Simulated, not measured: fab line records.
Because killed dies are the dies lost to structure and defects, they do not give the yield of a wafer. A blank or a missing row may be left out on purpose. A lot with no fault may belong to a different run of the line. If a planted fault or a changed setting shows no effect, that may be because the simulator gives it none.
fab line records | flow sky130
record: lots: 6 wafers: 18 lastDay: 50
route steps=708 shown METAL1@448 VIA1@458 PAD_OPEN@708
lots untouched by any fault: they come from a run of this same line in which no faults occurred
startH: hours from the record's first day to the start of the lot's first wafer shown | waitH: hours since the lot's step before | " the same as in the row above | L1.1+2: one row covering several wafers at once | - either no value or no given start | * or withheld: withheld | < > ~ a bound
route shown NAME@n: names a module that has steps shown in the file, with the first one's number in the route | usual: mean and standard deviation over wafers with no fault | same: alike in all rows | chamber/n: place in a boat | sites: readings site by site | _std_site: the standard deviation of these | _edge_site: inner sites' mean taken away from outer sites' mean | radiusMm: for every site, how far away it sits from the centre of the wafer | mask NAME#n: copy n | behind: tool/chamber where the wafer was last shaped | hold: what put the lot on hold/how long, in hours/how the hold closed | device: the n, p or np transistor that did not switch | end of line: tests run on the same wafers once the route is complete | a step with no rows: only its recipe | killed: at the first sort, the dies lost to defects and structure; wafer yield is something else | map: the dies of a wafer, with x for killed, . for not killed, _ for no die there
set.NAME: the setting that was run; set.NAME@STEP: the one run at that earlier step | model.NAME: the simulator's own value behind a step, which no gauge read
lots at some steps of the route; a table a step, a row a wafer
services: the hour from which a tool's chamber was out of use, counted from the record's first day as startH (under 0 if before that day), plus the number of hours and why
== steps ==
step: SKY_METAL1_DEVELOP_14
recipe: developTimeS: 60 resist: KrF-thick devTempC: 21
step: SKY_METAL1_CD_MEAS_15
recipe: targetCdNm: 140
usual: cdNm: 139.3/1.7
columns lot.wafer tool chamber startH waitH cdNm
L519.4 cdSem-02 - 840.60 - 141.8
L519.5 " - " " 140.3
L519.6 " - " " 141.7
L520.2 cdSem-01 - 847.68 - 142.2
L520.4 " - " " 143.0
L520.5 " - " " 140.3
L525.4 cdSem-02 - 878.52 - 138.5
L525.5 " - " " 134.9
L525.6 " - " " 138.0
L528.1 cdSem-02 - 896.84 - 136.5
L528.4 " - " " 136.2
L528.6 " - " " 136.9
L530.2 cdSem-02 - 905.01 - 140.4
L530.3 " - " " 137.6
L530.6 " - " " 139.8
L534.1 cdSem-01 - 943.24 - 138.2
L534.2 " - " " 137.0
L534.3 " - " " 139.8
step: SKY_METAL1_OVL_MEAS_16
usual: METAL1_OVL: 1/5.3
columns lot.wafer tool chamber startH waitH METAL1_OVL[nm]
L519.4 overlay-02 - 840.68 0.1 2
L519.5 " - " " -5
L519.6 " - " " -3
L520.2 overlay-02 - 847.78 0.1 12
L520.4 " - " " 2
L520.5 " - " " 7
L525.4 overlay-01 - 878.59 0.1 -1
L525.5 " - " " 4
L525.6 " - " " -4
L528.1 overlay-01 - 896.96 0.1 0
L528.4 " - " " 1
L528.6 " - " " 1
L530.2 overlay-01 - 905.11 0.1 5
L530.3 " - " " 6
L530.6 " - " " 6
L534.1 overlay-02 - 943.36 0.1 -5
L534.2 " - " " 0
L534.3 " - " " 0
step: SKY_METAL1_DESCUM_17
recipe: chemistry: O2 sourcePowerW: 150 biasPowerW: 0 pressureMtorr: 10 tempC: 40 timeS: 8
usual: drypumpMotorCurrentA: 5.69/0.27 oesProductAu: 0.993/0.01
columns lot.wafer tool chamber startH waitH drypumpMotorCurrentA oesProductAu rfHoursCounterH
L519.4 rieMetal-02 0 840.71 0.0 5.78 1.000 -
L519.5 " 0 " " 5.76 0.997 -
L519.6 " 1 " " 5.91 0.997 -
L520.2 rieMetal-03 0 847.81 0.0 5.95 0.977 6
L520.4 " 1 " " 5.70 0.978 -
L520.5 " 1 " " 5.70 0.983 -
L525.4 rieMetal-02 0 878.62 0.0 5.77 0.988 -
L525.5 " 1 " " 5.91 1.004 -
L525.6 " 0 " " 5.77 0.994 -
L528.1 rieMetal-04 0 896.99 0.0 5.17 0.982 15
L528.4 " 0 " " 5.14 0.988 -
L528.6 " 1 " " 5.76 0.999 -
L530.2 rieMetal-03 0 905.14 0.0 5.96 0.984 9
L530.3 " 0 " " 5.93 0.995 -
L530.6 " 0 " " 5.96 0.991 -
L534.1 rieMetal-04 1 943.39 0.0 5.80 1.007 12
L534.2 " 0 " " 5.19 0.994 17
L534.3 " 1 " " 5.79 1.002 -
step: SKY_METAL1_ETCH_18
recipe: chemistry: N2/H2 target: BARC ionEnergyEv: 200 biasW: 100 pressureMtorr: 30 n2FlowSccm: 100 h2FlowSccm: 200 icpW: 500 stopOn: SiO2 timeS: 45.9 targetDepthA: 600
usual: drypumpMotorCurrentA: 5.70/0.28 oesProductAu: 0.855/0.0047 throttleValvePct: 13.224/0.0088
columns lot.wafer tool chamber startH waitH drypumpMotorCurrentA oesProductAu rfHoursCounterH throttleValvePct
L519.4 rieMetal-02 0 840.75 0.0 5.73 0.860 - 13.208
L519.5 " 0 " " 5.75 0.855 - 13.217
L519.6 " 1 " " 5.96 0.857 - 13.219
L520.2 rieMetal-03 0 847.84 0.0 5.96 0.852 6 13.231
L520.4 " 1 " " 5.70 0.856 - 13.217
L520.5 " 1 " " 5.71 0.859 - 13.219
L525.4 rieMetal-02 0 878.67 0.0 5.75 0.863 - 13.203
L525.5 " 1 " " 5.96 0.860 - 13.237
L525.6 " 0 " " 5.77 0.866 - 13.232
L528.1 rieMetal-04 0 897.03 0.0 5.21 0.857 15 13.232
L528.4 " 0 " " 5.17 0.852 - 13.215
L528.6 " 1 " " 5.79 0.861 - 13.234
L530.2 rieMetal-03 0 905.18 0.0 5.98 0.849 9 13.223
L530.3 " 0 " " 5.97 0.858 - 13.225
L530.6 " 0 " " 5.96 0.847 - 13.234
L534.1 rieMetal-04 1 943.43 0.0 5.79 0.856 12 13.228
L534.2 " 0 " " 5.15 0.864 17 13.221
L534.3 " 1 " " 5.81 0.861 - 13.241
step: SKY_METAL1_METAL_ETCH_19
recipe: targetDepthA: 3600 stopOn: SiO2 overEtchFrac: 0.3 timeS: 78 chemistry: Cl2/BCl3 resistSidewallDeg: 88 pressureMtorr: 10 icpW: 900 biasW: 48.5 Cl2_flow_sccm: 60 bcl3FlowSccm: 30
usual: drypumpMotorCurrentA: 5.69/0.28 oesProductAu: 0.855/0.0068 throttleValvePct: 22.265/0.0084
columns lot.wafer tool chamber startH waitH drypumpMotorCurrentA oesProductAu rfHoursCounterH throttleValvePct
L519.4 rieMetal-02 0 840.82 0.1 5.78 0.856 - 22.256
L519.5 " 0 " " 5.80 0.853 - 22.262
L519.6 " 1 " " 5.94 0.854 - 22.258
L520.2 rieMetal-03 0 847.91 0.0 5.95 0.853 6 22.272
L520.4 " 1 " " 5.71 0.838 - 22.264
L520.5 " 1 " " 5.71 0.854 - 22.247
L525.4 rieMetal-02 0 878.74 0.1 5.77 0.865 - 22.253
L525.5 " 1 " " 5.91 0.858 - 22.267
L525.6 " 0 " " 5.74 0.857 - 22.258
L528.1 rieMetal-04 0 897.09 0.0 5.18 0.852 15 22.270
L528.4 " 0 " " 5.19 0.857 - 22.266
L528.6 " 1 " " 5.78 0.857 - 22.274
L530.2 rieMetal-03 0 905.24 0.0 5.98 0.857 9 22.264
L530.3 " 0 " " 5.96 0.850 - 22.267
L530.6 " 0 " " 5.96 0.869 - 22.265
L534.1 rieMetal-04 1 943.49 0.0 5.76 0.851 12 22.281
L534.2 " 0 " " 5.18 0.855 17 22.274
L534.3 " 1 " " 5.77 0.852 - 22.262
step: SKY_METAL1_STRIP_20
recipe: chemistry: O2/N2 powerW: 1400 pressureMtorr: 1500 platenTempC: withheld o2FlowSccm: 3000 n2FlowSccm: 300 overashFraction: 0.5
usual: drypumpMotorCurrentA: 5.6/0.32 o2FlowSccm: 3000/9 oesProductAu: 0.344/0.005 stripTimeToEndpointS: 2.73/0.046
columns lot.wafer tool chamber startH waitH drypumpMotorCurrentA o2FlowSccm oesProductAu rfHoursCounterH stripTimeToEndpointS
L519.4 plasmaAsher-04 1 840.91 0.1 5.6 2999 0.342 - 2.74
L519.5 " 1 " " 5.6 3007 0.349 - 2.72
L519.6 " 0 " " 5.3 3000 0.340 - 2.72
L520.2 plasmaAsher-02 0 848.00 0.1 6.0 3007 0.349 109 2.79
L520.4 " 1 " " 6.2 2997 0.349 - 2.82
L520.5 " 1 " " 6.2 2998 0.351 - 2.83
L525.4 plasmaAsher-04 0 878.83 0.1 5.3 3012 0.351 - 2.76
L525.5 " 0 " " 5.3 2996 0.347 - 2.76
L525.6 " 1 " " 5.6 2995 0.350 - 2.76
L528.1 plasmaAsher-02 0 897.18 0.1 6.0 3007 0.341 114 2.78
L528.4 " 1 " " 6.1 2995 0.338 - 2.78
L528.6 " 1 " " 6.1 3002 0.330 - 2.65
L530.2 plasmaAsher-04 1 905.33 0.1 5.6 2986 0.346 47 2.80
L530.3 " 0 " " 5.3 3006 0.346 - 2.78
L530.6 " 0 " " 5.3 3005 0.338 - 2.78
L534.1 plasmaAsher-01 0 943.58 0.1 5.5 3007 0.346 79 2.68
L534.2 " 1 " " 5.2 3007 0.344 79 2.79
L534.3 " 1 " " 5.2 3009 0.343 - 2.69
step: SKY_METAL1_STRIP_21
recipe: chemistry: postEtchResidueRemover timeS: 1200 tempC: 72.5
step: SKY_METAL1_CLEAN_22
recipe: chemistry: IPA timeS: 180 tempC: 25
step: SKY_METAL1_CLEAN_23
recipe: chemistry: O3/DIW dry: n2Spin
step: SKY_VIA1_HDPCVD_00
recipe: material: SiO2 targetThkNm: 1030 sigmaOpenFrac: 0.3 timeS: 171.7 tempC: 400 sih4FlowSccm: 60 pressureMtorr: 6
step: SKY_VIA1_THK_MEAS_01
recipe: reads: SiO2_of_VIA1_HDPCVD_00
usual: VIA1_HDPCVD_THK: 1029/11
columns lot.wafer tool chamber startH waitH VIA1_HDPCVD_THK[nm]
L519.4 filmMetro-02 - 841.62 0.0 1029
L519.5 " - " " 1030
L519.6 " - " " 1033
L520.2 filmMetro-04 - 848.71 0.1 1028
L520.4 " - " " 1039
L520.5 " - " " 1033
L525.4 filmMetro-03 - 879.53 0.0 1019
L525.5 " - " " 1042
L525.6 " - " " 1023
L528.1 filmMetro-04 - 897.96 0.1 1029
L528.4 " - " " 1031
L528.6 " - " " 1048
L530.2 filmMetro-03 - 906.05 0.1 1007
L530.3 " - " " 1032
L530.6 " - " " 1024
L534.1 filmMetro-02 - 944.34 0.1 1053
L534.2 " - " " 1038
L534.3 " - " " 1048
step: SKY_VIA1_CMP_02
recipe: material: SiO2 downForcePsi: 4 platenRpm: 60 padVelocityMS: 0.94248
usual: edgeZonePressureFrac: 1.000/0.0047 headPressurePsi: 4.000/0.0087 motorCurrentA: 12.2/1
columns lot.wafer tool chamber startH waitH edgeZonePressureFrac headPressurePsi motorCurrentA model.SiO2_of_VIA1_HDPCVD_00.thkNm
L519.4 cmp-02 3 841.75 0.1 - - - 1028
L519.5 " 1 " " - - - 1030
L519.6 " 2 " " - - - 1033
L520.4 cmp-01 3 848.78 0.0 - - - 1039
L520.2 " 1 " " - - - 1029
L520.5 " 0 " " - - - 1032
L525.4 cmp-01 1 879.56 0.0 1.001 3.999 12.2 344.3
L525.6 " 1 " " 0.999 3.990 11.3 345.3
L525.5 " 2 " " 0.994 4.014 14.1 344.1
L528.1 cmp-02 2 898.07 0.1 0.993 3.994 13.5 344.4
L528.4 " 0 " " 0.993 3.985 12.4 346.1
L528.6 " 2 " " 0.995 3.991 12.5 344.2
L530.3 cmp-01 3 906.10 0.0 0.995 4.002 10.0 345.6
L530.2 " 0 " " 0.998 4.004 12.2 346.5
L530.6 " 0 " " 0.997 4.006 12.3 345.7
L534.2 cmp-02 2 944.40 0.0 0.995 4.018 13.2 343.7
L534.1 " 3 " " 1.002 3.992 12.2 344.6
L534.3 " 0 " " 1.000 3.986 12.3 344.8
step: SKY_VIA1_BOW_MEAS_03
recipe: mode: bow
usual: VIA1_BOW: 81/6.8
columns lot.wafer tool chamber startH waitH hold VIA1_BOW[um]
L519.4 filmMetro-03 - 842.01 0.2 awaitDispo/0.2h/release 118
L519.5 " - " " awaitDispo/0.2h/release 118
L519.6 " - " " awaitDispo/0.2h/release 122
L519.4 filmMetro-03 - 842.43 0.4 - -
L519.5 " - " " - -
L519.6 " - " " - -
L520.2 filmMetro-03 - 849.10 0.2 awaitDispo/0.2h/release 114
L520.4 " - " " awaitDispo/0.2h/release 107
L520.5 " - " " awaitDispo/0.2h/release 101
L520.2 filmMetro-03 - 849.39 0.3 - -
L520.4 " - " " - -
L520.5 " - " " - -
L525.4 filmMetro-04 - 879.92 0.3 - 76
L525.5 " - " " - 75
L525.6 " - " " - 76
L528.1 filmMetro-02 - 898.32 0.2 - 91
L528.4 " - " " - 76
L528.6 " - " " - 84
L530.2 filmMetro-04 - 906.42 0.2 - 90
L530.3 " - " " - 76
L530.6 " - " " - 81
L534.1 filmMetro-04 - 944.70 0.2 - 78
L534.2 " - " " - 71
L534.3 " - " " - 85
step: SKY_PAD_OPEN_PROBE_99
usual: defectLimitedYield: 81.8/2 killed_at_M0_to_M3: 44/7.5 killed_at_M4_up: 3.3/1.8 killedAtContacts: 25/5.9 killedAtFrontEnd: 16/4.7 killedAtOther: 0.3/0.52 killedDies: 89/9.9 killedOnRim: 18/3.9 killedOpen: 49/7.8 killedShort: 40/5.8 sort_bin_3_pad_short: 0.9/0.43 sort_bin_5_function: 10.8/1.5 sort_bin_6_memory: 6.4/1.1 sortNPass: 403/9.9 sortYieldPct: 81.8/2
same: grossDies: 492 killedAtBackSide: 0 sort_bin_4_leakage[%]: 0 sort_bin_8_speed[%]: 0
columns lot.wafer tool chamber startH waitH defectLimitedYield[%] killed_at_M0_to_M3 killed_at_M4_up killedAtContacts killedAtFrontEnd killedAtOther killedDies killedOnRim killedOpen killedShort sort_bin_3_pad_short[%] sort_bin_5_function[%] sort_bin_6_memory[%] sortNPass sortYieldPct[%]
L525.4 prober-01 - 1162.94 0.2 81.1 41 7 33 12 0 93 22 50 43 0.6 13.4 4.9 399 81.1
L525.5 prober-01 - 1162.99 0.2 80.3 50 3 29 15 0 97 20 57 40 0.6 10.8 8.3 395 80.3
L525.6 prober-01 - 1163.04 0.2 83.5 27 7 28 19 0 81 12 38 43 0.6 9.3 6.5 411 83.5
L528.1 prober-02 - 1174.21 0.1 82.9 52 1 18 13 0 84 18 50 34 1.6 9.3 6.1 408 82.9
L528.4 prober-02 - 1174.36 0.2 81.7 44 4 26 16 0 90 24 40 50 1.6 10.2 6.5 402 81.7
L528.6 prober-02 - 1174.46 0.2 85.6 32 4 21 13 1 71 13 37 34 0.4 8.7 5.3 421 85.6
L530.2 prober-02 - 1181.49 0.1 82.3 45 6 25 11 0 87 18 52 35 0.8 10.6 6.3 405 82.3
L530.3 prober-02 - 1181.54 0.2 81.3 56 3 17 15 1 92 16 49 43 0.6 10.6 7.5 400 81.3
L530.6 prober-02 - 1181.69 0.2 84.1 42 1 22 13 0 78 19 23 55 1.0 8.7 6.1 414 84.1
L534.1 prober-01 - 1203.97 0.1 79.7 49 2 29 20 0 100 19 65 35 1.4 12.6 6.3 392 79.7
L534.2 prober-01 - 1204.02 0.1 79.3 52 2 24 21 3 102 23 63 38 0.4 14.2 6.1 390 79.3
L534.3 prober-01 - 1204.07 0.2 81.3 44 7 30 11 0 92 25 61 31 0.4 12.2 6.1 400 81.3
killed by level:class
L525.4 CONTACT:geometricParticle:open=15 VIA1:geometricParticle:open=14 VIA2:geometricParticle:short=7 LOCAL_INTERCONNECT:geometricParticle:short=6 CONTACT:geometricParticle:short=5 METAL1:geometricParticle:short=5 VIA4:geometricParticle:open=4 FIELD_ISO:geometricParticle:short=3
L525.5 VIA1:geometricParticle:open=13 VIA3:geometricParticle:open=10 VIA1:geometricParticle:short=9 LI_CONTACT:geometricParticle:open=7 CONTACT:geometricParticle:short=7 CONTACT:geometricParticle:open=7 VIA2:geometricParticle:open=7 FIELD_ISO:geometricParticle:open=5
L525.6 LOCAL_INTERCONNECT:geometricParticle:short=7 CONTACT:geometricParticle:open=7 VIA1:geometricParticle:open=7 METAL4:geometricParticle:short=7 LI_CONTACT:geometricParticle:open=6 LI_CONTACT:geometricParticle:short=5 VIA1:geometricParticle:short=5 FIELD_ISO:geometricParticle:open=4
L528.1 VIA1:geometricParticle:open=13 VIA3:geometricParticle:open=8 LI_CONTACT:geometricParticle:open=7 CONTACT:geometricParticle:open=7 METAL2:geometricParticle:short=7 METAL1:geometricParticle:short=7 POLY_GATE:geometricParticle:short=5 VIA2:geometricParticle:open=5
L528.4 VIA1:geometricParticle:open=13 CONTACT:geometricParticle:open=12 LOCAL_INTERCONNECT:geometricParticle:short=9 FIELD_ISO:geometricParticle:short=8 METAL2:geometricParticle:short=8 VIA3:geometricParticle:short=5 VIA3:geometricParticle:open=5 METAL1:geometricParticle:short=4
L528.6 VIA1:geometricParticle:open=11 METAL3:geometricParticle:short=6 CONTACT:geometricParticle:open=5 POLY_GATE:geometricParticle:short=4 LI_CONTACT:geometricParticle:short=4 VIA1:geometricParticle:short=4 VIA2:geometricParticle:open=4 FIELD_ISO:geometricParticle:open=3
L530.2 VIA1:geometricParticle:open=14 CONTACT:geometricParticle:open=10 VIA2:geometricParticle:open=7 METAL2:geometricParticle:short=6 VIA3:geometricParticle:open=6 CONTACT:geometricParticle:short=5 LI_CONTACT:geometricParticle:open=5 VIA1:geometricParticle:short=4
L530.3 VIA1:geometricParticle:open=16 METAL1:geometricParticle:short=7 FIELD_ISO:geometricParticle:open=6 VIA2:geometricParticle:open=6 VIA1:geometricParticle:short=5 LOCAL_INTERCONNECT:geometricParticle:short=5 METAL2:geometricParticle:short=5 FIELD_ISO:geometricParticle:short=4
L530.6 VIA1:geometricParticle:short=9 CONTACT:geometricParticle:short=8 METAL1:geometricParticle:short=8 CONTACT:geometricParticle:open=6 LOCAL_INTERCONNECT:geometricParticle:short=5 METAL2:geometricParticle:short=5 VIA2:geometricParticle:short=5 FIELD_ISO:geometricParticle:open=4
L534.1 CONTACT:geometricParticle:open=12 VIA1:geometricParticle:open=11 VIA2:geometricParticle:open=10 VIA3:geometricParticle:open=8 LI_CONTACT:geometricParticle:open=7 FIELD_ISO:geometricParticle:short=5 FIELD_ISO:geometricParticle:open=5 CONTACT:geometricParticle:short=5
L534.2 VIA1:geometricParticle:open=14 LI_CONTACT:geometricParticle:open=12 VIA2:geometricParticle:open=12 VIA1:geometricParticle:short=8 FIELD_ISO:geometricParticle:open=7 VIA3:geometricParticle:open=7 FIELD_ISO:geometricParticle:short=6 POLY_GATE:geometricParticle:open=4
L534.3 CONTACT:geometricParticle:open=13 VIA2:geometricParticle:open=10 LI_CONTACT:geometricParticle:open=9 VIA1:geometricParticle:open=9 VIA3:geometricParticle:open=9 FIELD_ISO:geometricParticle:open=4 LOCAL_INTERCONNECT:geometricParticle:short=4 METAL1:geometricParticle:short=4
== services ==
columns tool chamber startH hours kind
rieMetal-04 1 818.79 1.1 repair
cmp-02 - 848.60 5.0 pm
cmp-01 - 880.59 1.3 repair
rieMetal-04 - 907.89 4.0 pm
cmp-02 - 912.37 4.0 pm
plasmaAsher-02 - 913.48 23.6 repair
cmp-02 - 914.12 1.3 repair
cmp-02 - 916.37 - consumableReplace:conditioner
cmp-02 - 916.37 - consumableReplace:pad
== key ==
firstSign: step: SKY_VIA1_CMP_02 reading: toolRecord direction: missing
effect: step: SKY_VIA1_BOW_MEAS_03 reading: visit direction: added
modelEffect: step: SKY_VIA1_CMP_02 value: SiO2_of_VIA1_HDPCVD_00.thkNm without: 345.8 struck: 1032
metAt SKY_VIA1_CMP_02
struckWafers L519.4,L519.5,L519.6,L520.2,L520.4,L520.5
scrappedBehind SKY_VIA1_BOW_MEAS_03 L519.4,L519.5,L519.6,L520.2,L520.4,L520.5
fault: kind: skippedStepWhole tool: cmp-01,cmp-02 chamber: - onsetH: 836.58 steps: SKY_VIA1_CMP_02 scope: struckLotsOnly
